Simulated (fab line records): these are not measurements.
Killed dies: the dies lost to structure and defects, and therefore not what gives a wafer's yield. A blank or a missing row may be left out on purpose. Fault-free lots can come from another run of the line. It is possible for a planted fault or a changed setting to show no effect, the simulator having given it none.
Which tool is to blame? || flow sky130 || Sampling: 11 lots, 33 wafers, 6 of 708 route steps

WHAT THE GAUGES SHOWED, per wafer
SKY_SPACER_THK_MEAS_01. Usual: SPACER_CVD_00_THK typically reads 43.0 nm, with standard deviation 0.37.
{"lot": "L749", "measured": "day 22 19:54", "on": "film-metro-04", "SPACER_CVD_00_THK (nm)": "43.5 43.6 43.2", "flag": ""}
{"lot": "L750", "measured": "day 23 13:29", "on": "film-metro-01", "SPACER_CVD_00_THK (nm)": "42.7 43.3 43.2", "flag": ""}
{"lot": "L751", "measured": "day 23 17:35", "on": "film-metro-04", "SPACER_CVD_00_THK (nm)": "43.7 43.5 43.3", "flag": ""}
{"lot": "L752", "measured": "day 24 01:39", "on": "film-metro-04", "SPACER_CVD_00_THK (nm)": "43.3 43.5 43.5", "flag": ""}
{"lot": "L756", "measured": "day 25 19:36", "on": "film-metro-01", "SPACER_CVD_00_THK (nm)": "34.5 34.8 34.6", "flag": "OFF"}
{"lot": "L767", "measured": "day 29 11:29", "on": "film-metro-01", "SPACER_CVD_00_THK (nm)": "42.9 43.2 42.9", "flag": ""}
{"lot": "L766", "measured": "day 29 13:01", "on": "film-metro-01", "SPACER_CVD_00_THK (nm)": "42.8 42.8 42.4", "flag": ""}
{"lot": "L768", "measured": "day 29 16:22", "on": "film-metro-01", "SPACER_CVD_00_THK (nm)": "42.3 42.6 42.2", "flag": ""}
{"lot": "L769", "measured": "day 30 19:02", "on": "film-metro-01", "SPACER_CVD_00_THK (nm)": "43.1 43.0 43.5", "flag": ""}
{"lot": "L771", "measured": "day 30 21:00", "on": "film-metro-01", "SPACER_CVD_00_THK (nm)": "43.0 43.0 42.8", "flag": ""}
{"lot": "L772", "measured": "day 31 04:33", "on": "film-metro-01", "SPACER_CVD_00_THK (nm)": "43.1 43.3 43.2", "flag": ""}

SKY_LI_CONTACT_BOW_MEAS_03. Usual: LI_CONTACT_BOW typically reads 55 um, with standard deviation 7.5.
{"lot": "L749", "measured": "day 27 19:23", "on": "film-metro-02", "LI_CONTACT_BOW (um)": "60 50 63", "flag": ""}
{"lot": "L750", "measured": "day 28 11:57", "on": "film-metro-03", "LI_CONTACT_BOW (um)": "55 59 58", "flag": ""}
{"lot": "L751", "measured": "day 28 14:52", "on": "film-metro-04", "LI_CONTACT_BOW (um)": "48 56 68", "flag": ""}
{"lot": "L752", "measured": "day 29 00:31", "on": "film-metro-02", "LI_CONTACT_BOW (um)": "47 60 48", "flag": ""}
{"lot": "L756", "measured": "day 30 14:48", "on": "film-metro-03", "LI_CONTACT_BOW (um)": "57 44 53", "flag": ""}
{"lot": "L767", "measured": "day 34 02:13", "on": "film-metro-04", "LI_CONTACT_BOW (um)": "53 46 53", "flag": ""}
{"lot": "L766", "measured": "day 34 04:20", "on": "film-metro-04", "LI_CONTACT_BOW (um)": "52 50 49", "flag": ""}
{"lot": "L768", "measured": "day 34 07:43", "on": "film-metro-04", "LI_CONTACT_BOW (um)": "52 62 70", "flag": ""}
{"lot": "L769", "measured": "day 35 08:04", "on": "film-metro-03", "LI_CONTACT_BOW (um)": "65 66 58", "flag": ""}
{"lot": "L771", "measured": "day 35 10:33", "on": "film-metro-03", "LI_CONTACT_BOW (um)": "55 44 61", "flag": ""}
{"lot": "L772", "measured": "day 35 15:19", "on": "film-metro-04", "LI_CONTACT_BOW (um)": "59 50 44", "flag": ""}

SKY_LOCAL_INTERCONNECT_CD_MEAS_11: target cd 170 nm. Usual: cd-nm reads 170.8 nm (standard deviation 1.7).
{"lot": "L749", "measured": "day 30 07:05", "on": "cd-sem-02", "cd-nm (nm)": "172.8 173.7 172.8", "flag": ""}
{"lot": "L750", "measured": "day 30 22:06", "on": "cd-sem-02", "cd-nm (nm)": "170.6 169.5 171.0", "flag": ""}
{"lot": "L751", "measured": "day 30 23:56", "on": "cd-sem-02", "cd-nm (nm)": "174.2 174.0 174.2", "flag": ""}
{"lot": "L752", "measured": "day 31 10:37", "on": "cd-sem-01", "cd-nm (nm)": "169.9 169.0 169.1", "flag": ""}
{"lot": "L756", "measured": "day 32 22:23", "on": "cd-sem-01", "cd-nm (nm)": "170.2 170.9 172.0", "flag": ""}
{"lot": "L767", "measured": "day 36 07:47", "on": "cd-sem-01", "cd-nm (nm)": "171.0 172.2 172.6", "flag": ""}
{"lot": "L766", "measured": "day 36 10:06", "on": "cd-sem-02", "cd-nm (nm)": "169.4 169.8 169.1", "flag": ""}
{"lot": "L768", "measured": "day 36 14:00", "on": "cd-sem-02", "cd-nm (nm)": "170.3 170.0 172.1", "flag": ""}
{"lot": "L769", "measured": "day 37 13:31", "on": "cd-sem-02", "cd-nm (nm)": "169.7 169.4 170.0", "flag": ""}
{"lot": "L771", "measured": "day 37 15:47", "on": "cd-sem-01", "cd-nm (nm)": "170.7 171.6 171.8", "flag": ""}
{"lot": "L772", "measured": "day 37 18:46", "on": "cd-sem-02", "cd-nm (nm)": "172.7 173.2 172.3", "flag": ""}

EACH LOT AND THE TOOL THAT RAN IT (in order: tool; ch and the chambers of the sampled wafers; start)
{"lot": "L749", "SKY_SPACER_CVD_00": "lpcvd-02 ch 0, day 22 18:41", "SKY_SPACER_ETCHBACK_02": "rie-diel-02 ch 0,1,3, day 22 19:56", "SKY_POLY_CUT_ETCH_11": "rie-diel-03 ch 1,2, day 24 02:28"}
{"lot": "L750", "SKY_SPACER_CVD_00": "lpcvd-02 ch 1, day 23 12:17", "SKY_SPACER_ETCHBACK_02": "rie-diel-03 ch 0,1, day 23 13:33", "SKY_POLY_CUT_ETCH_11": "rie-diel-03 ch 1,2, day 24 19:58"}
{"lot": "L751", "SKY_SPACER_CVD_00": "lpcvd-02 ch 0, day 23 16:22", "SKY_SPACER_ETCHBACK_02": "rie-diel-03 ch 0,3, day 23 17:38", "SKY_POLY_CUT_ETCH_11": "rie-diel-03 ch 1,2,3, day 24 23:40"}
{"lot": "L752", "SKY_SPACER_CVD_00": "lpcvd-02 ch 0, day 23 23:50", "SKY_SPACER_ETCHBACK_02": "rie-diel-02 ch 0,2, day 24 01:43", "SKY_POLY_CUT_ETCH_11": "rie-diel-04 ch 0,2, day 25 08:06"}
{"lot": "L756", "SKY_SPACER_CVD_00": "lpcvd-02 ch 1, day 25 18:23", "SKY_SPACER_ETCHBACK_02": "rie-diel-04 ch 0,2,3, day 25 19:40", "SKY_POLY_CUT_ETCH_11": "rie-diel-01 ch 0,1,3, day 27 00:08"}
{"lot": "L767", "SKY_SPACER_CVD_00": "lpcvd-02 ch 1, day 29 10:16", "SKY_SPACER_ETCHBACK_02": "rie-diel-04 ch 1,2, day 29 11:32", "SKY_POLY_CUT_ETCH_11": "rie-diel-03 ch 0,1,3, day 30 15:01"}
{"lot": "L766", "SKY_SPACER_CVD_00": "lpcvd-02 ch 0, day 29 11:49", "SKY_SPACER_ETCHBACK_02": "rie-diel-03 ch 0,1,3, day 29 13:04", "SKY_POLY_CUT_ETCH_11": "rie-diel-04 ch 0,1,2, day 30 16:56"}
{"lot": "L768", "SKY_SPACER_CVD_00": "lpcvd-02 ch 0, day 29 15:10", "SKY_SPACER_ETCHBACK_02": "rie-diel-02 ch 0,1,3, day 29 16:26", "SKY_POLY_CUT_ETCH_11": "rie-diel-01 ch 1,2,3, day 30 20:25"}
{"lot": "L769", "SKY_SPACER_CVD_00": "lpcvd-02 ch 1, day 30 17:49", "SKY_SPACER_ETCHBACK_02": "rie-diel-04 ch 1,2, day 30 19:05", "SKY_POLY_CUT_ETCH_11": "rie-diel-01 ch 0,2,3, day 31 22:26"}
{"lot": "L771", "SKY_SPACER_CVD_00": "lpcvd-02 ch 1, day 30 19:47", "SKY_SPACER_ETCHBACK_02": "rie-diel-02 ch 0,1, day 30 21:02", "SKY_POLY_CUT_ETCH_11": "rie-diel-01 ch 0,3, day 32 00:32"}
{"lot": "L772", "SKY_SPACER_CVD_00": "lpcvd-02 ch 0, day 31 03:20", "SKY_SPACER_ETCHBACK_02": "rie-diel-02 ch 0,1,2, day 31 04:36", "SKY_POLY_CUT_ETCH_11": "rie-diel-03 ch 0,2,3, day 32 07:21"}
- SKY_SPACER_CVD_00: deposits Si3N4 from DCS/NH3, target thk 43.1 nm, time 740 s.
- SKY_SPACER_ETCHBACK_02: etches Si3N4 in CH3F/O2, stops on SiO2, time 46.7 s, target depth 45 nm.
- SKY_POLY_CUT_ETCH_11: etches Si3N4 in CF4/CH2F2/Ar, stops on poly-Si, time 42.5 s, target depth 60 nm.

AS READ BY THE TOOLS THEMSELVES (means over the sampled wafers that have a number; for cases with no such wafer, the mark the record gives instead)
SKY_SPACER_CVD_00. Usual: pressure-mtorr 249.9 mTorr, standard deviation 0.5; spike-tc-centre-C 770.7 C, standard deviation 0.96; spike-tc-lower-C 770.3 C, standard deviation 1.
{"lot": "L749", "tool": "lpcvd-02", "pressure-mtorr (mTorr)": 249.7, "spike-tc-centre-C (C)": 771.3, "spike-tc-lower-C (C)": 770.8, "flag": ""}
{"lot": "L750", "tool": "lpcvd-02", "pressure-mtorr (mTorr)": 249.6, "spike-tc-centre-C (C)": 771.0, "spike-tc-lower-C (C)": 771.3, "flag": ""}
{"lot": "L751", "tool": "lpcvd-02", "pressure-mtorr (mTorr)": 249.7, "spike-tc-centre-C (C)": 770.3, "spike-tc-lower-C (C)": 770.7, "flag": ""}
{"lot": "L752", "tool": "lpcvd-02", "pressure-mtorr (mTorr)": 250.4, "spike-tc-centre-C (C)": 771.6, "spike-tc-lower-C (C)": 769.9, "flag": ""}
{"lot": "L756", "tool": "lpcvd-02", "pressure-mtorr (mTorr)": 124.4, "spike-tc-centre-C (C)": 770.8, "spike-tc-lower-C (C)": 769.6, "flag": "OFF"}
{"lot": "L767", "tool": "lpcvd-02", "pressure-mtorr (mTorr)": 250.3, "spike-tc-centre-C (C)": 771.5, "spike-tc-lower-C (C)": 770.6, "flag": ""}
{"lot": "L766", "tool": "lpcvd-02", "pressure-mtorr (mTorr)": 249.8, "spike-tc-centre-C (C)": 770.0, "spike-tc-lower-C (C)": 771.0, "flag": ""}
{"lot": "L768", "tool": "lpcvd-02", "pressure-mtorr (mTorr)": 250.4, "spike-tc-centre-C (C)": 771.3, "spike-tc-lower-C (C)": 770.6, "flag": ""}
{"lot": "L769", "tool": "lpcvd-02", "pressure-mtorr (mTorr)": 250.1, "spike-tc-centre-C (C)": 770.3, "spike-tc-lower-C (C)": 769.7, "flag": ""}
{"lot": "L771", "tool": "lpcvd-02", "pressure-mtorr (mTorr)": 250.0, "spike-tc-centre-C (C)": 771.0, "spike-tc-lower-C (C)": 770.3, "flag": ""}
{"lot": "L772", "tool": "lpcvd-02", "pressure-mtorr (mTorr)": 249.5, "spike-tc-centre-C (C)": 769.5, "spike-tc-lower-C (C)": 770.0, "flag": ""}

SKY_SPACER_ETCHBACK_02. Usual: bias-w 79.98 W, standard deviation 0.23; drypump-motor-current-A 5.7 A, standard deviation 0.42; oes-product-au 0.855 a.u., standard deviation 0.0061; throttle-valve-pct 10.563 %, standard deviation 0.0091.
{"lot": "L749", "tool": "rie-diel-02", "bias-w (W)": 79.84, "drypump-motor-current-A (A)": 5.8, "oes-product-au (a.u.)": 0.861, "throttle-valve-pct (%)": 10.569, "flag": ""}
{"lot": "L750", "tool": "rie-diel-03", "bias-w (W)": 79.70, "drypump-motor-current-A (A)": 5.8, "oes-product-au (a.u.)": 0.848, "throttle-valve-pct (%)": 10.563, "flag": ""}
{"lot": "L751", "tool": "rie-diel-03", "bias-w (W)": 80.19, "drypump-motor-current-A (A)": 5.9, "oes-product-au (a.u.)": 0.855, "throttle-valve-pct (%)": 10.565, "flag": ""}
{"lot": "L752", "tool": "rie-diel-02", "bias-w (W)": 79.84, "drypump-motor-current-A (A)": 5.4, "oes-product-au (a.u.)": 0.855, "throttle-valve-pct (%)": 10.571, "flag": ""}
{"lot": "L756", "tool": "rie-diel-04", "bias-w (W)": 80.08, "drypump-motor-current-A (A)": 5.9, "oes-product-au (a.u.)": 0.764, "throttle-valve-pct (%)": 10.546, "flag": "OFF"}
{"lot": "L767", "tool": "rie-diel-04", "bias-w (W)": 80.21, "drypump-motor-current-A (A)": 5.9, "oes-product-au (a.u.)": 0.853, "throttle-valve-pct (%)": 10.558, "flag": ""}
{"lot": "L766", "tool": "rie-diel-03", "bias-w (W)": 80.00, "drypump-motor-current-A (A)": 5.8, "oes-product-au (a.u.)": 0.853, "throttle-valve-pct (%)": 10.563, "flag": ""}
{"lot": "L768", "tool": "rie-diel-02", "bias-w (W)": 80.02, "drypump-motor-current-A (A)": 5.8, "oes-product-au (a.u.)": 0.852, "throttle-valve-pct (%)": 10.558, "flag": ""}
{"lot": "L769", "tool": "rie-diel-04", "bias-w (W)": 79.78, "drypump-motor-current-A (A)": 5.9, "oes-product-au (a.u.)": 0.856, "throttle-valve-pct (%)": 10.564, "flag": ""}
{"lot": "L771", "tool": "rie-diel-02", "bias-w (W)": 80.14, "drypump-motor-current-A (A)": 5.6, "oes-product-au (a.u.)": 0.861, "throttle-valve-pct (%)": 10.558, "flag": ""}
{"lot": "L772", "tool": "rie-diel-02", "bias-w (W)": 79.98, "drypump-motor-current-A (A)": 5.7, "oes-product-au (a.u.)": 0.857, "throttle-valve-pct (%)": 10.565, "flag": ""}

SKY_POLY_CUT_ETCH_11. Usual: bias-w 150.0 W, standard deviation 0.44; drypump-motor-current-A 5.6 A, standard deviation 0.42; oes-product-au 0.829 a.u., standard deviation 0.0062; throttle-valve-pct 14.993 %, standard deviation 0.0083.
{"lot": "L749", "tool": "rie-diel-03", "bias-w (W)": 150.3, "drypump-motor-current-A (A)": 5.4, "oes-product-au (a.u.)": 0.838, "throttle-valve-pct (%)": 14.989, "flag": ""}
{"lot": "L750", "tool": "rie-diel-03", "bias-w (W)": 149.2, "drypump-motor-current-A (A)": 5.4, "oes-product-au (a.u.)": 0.827, "throttle-valve-pct (%)": 15.000, "flag": ""}
{"lot": "L751", "tool": "rie-diel-03", "bias-w (W)": 150.0, "drypump-motor-current-A (A)": 5.5, "oes-product-au (a.u.)": 0.824, "throttle-valve-pct (%)": 14.996, "flag": ""}
{"lot": "L752", "tool": "rie-diel-04", "bias-w (W)": 149.7, "drypump-motor-current-A (A)": 5.6, "oes-product-au (a.u.)": 0.834, "throttle-valve-pct (%)": 14.997, "flag": ""}
{"lot": "L756", "tool": "rie-diel-01", "bias-w (W)": 150.1, "drypump-motor-current-A (A)": 5.2, "oes-product-au (a.u.)": 0.835, "throttle-valve-pct (%)": 14.993, "flag": ""}
{"lot": "L767", "tool": "rie-diel-03", "bias-w (W)": 149.9, "drypump-motor-current-A (A)": 5.8, "oes-product-au (a.u.)": 0.829, "throttle-valve-pct (%)": 14.982, "flag": ""}
{"lot": "L766", "tool": "rie-diel-04", "bias-w (W)": 150.4, "drypump-motor-current-A (A)": 5.7, "oes-product-au (a.u.)": 0.834, "throttle-valve-pct (%)": 14.992, "flag": ""}
{"lot": "L768", "tool": "rie-diel-01", "bias-w (W)": 150.2, "drypump-motor-current-A (A)": 5.7, "oes-product-au (a.u.)": 0.821, "throttle-valve-pct (%)": 14.988, "flag": ""}
{"lot": "L769", "tool": "rie-diel-01", "bias-w (W)": 150.1, "drypump-motor-current-A (A)": 5.5, "oes-product-au (a.u.)": 0.832, "throttle-valve-pct (%)": 14.993, "flag": ""}
{"lot": "L771", "tool": "rie-diel-01", "bias-w (W)": 149.7, "drypump-motor-current-A (A)": 5.3, "oes-product-au (a.u.)": 0.828, "throttle-valve-pct (%)": 14.991, "flag": ""}
{"lot": "L772", "tool": "rie-diel-03", "bias-w (W)": 149.8, "drypump-motor-current-A (A)": 5.6, "oes-product-au (a.u.)": 0.829, "throttle-valve-pct (%)": 14.992, "flag": ""}

THE ANSWER, worked out from the rows above alone
Rule: lot off if the mean of its wafers having a number is beyond 3 standard deviations from the usual mean. Also off: a lot with no number at a reading for which 4 or more lots have one. Any other lot the step has rows for is counted as sound. After the gauges, taken in route order, come the tools' own readings; for these a lot's mean is taken, as printed above. At the first step where some lot is off, the reading lying furthest off is the one used; lots without a number count as furthest.
Off: L756, at SKY_SPACER_THK_MEAS_01 (SPACER_CVD_00_THK).
A tool fits if, at a process step before that reading, it ran every lot that is off, and no sound lot after the first of them. The gauges at SKY_SPACER_THK_MEAS_01 aren't tried: what is off there is off at SKY_SPACER_CVD_00 too, on other tools, and a gauge's error can't cause that. Of those tried, none fits.

WHAT WAS PUT IN BY THE SIMULATOR
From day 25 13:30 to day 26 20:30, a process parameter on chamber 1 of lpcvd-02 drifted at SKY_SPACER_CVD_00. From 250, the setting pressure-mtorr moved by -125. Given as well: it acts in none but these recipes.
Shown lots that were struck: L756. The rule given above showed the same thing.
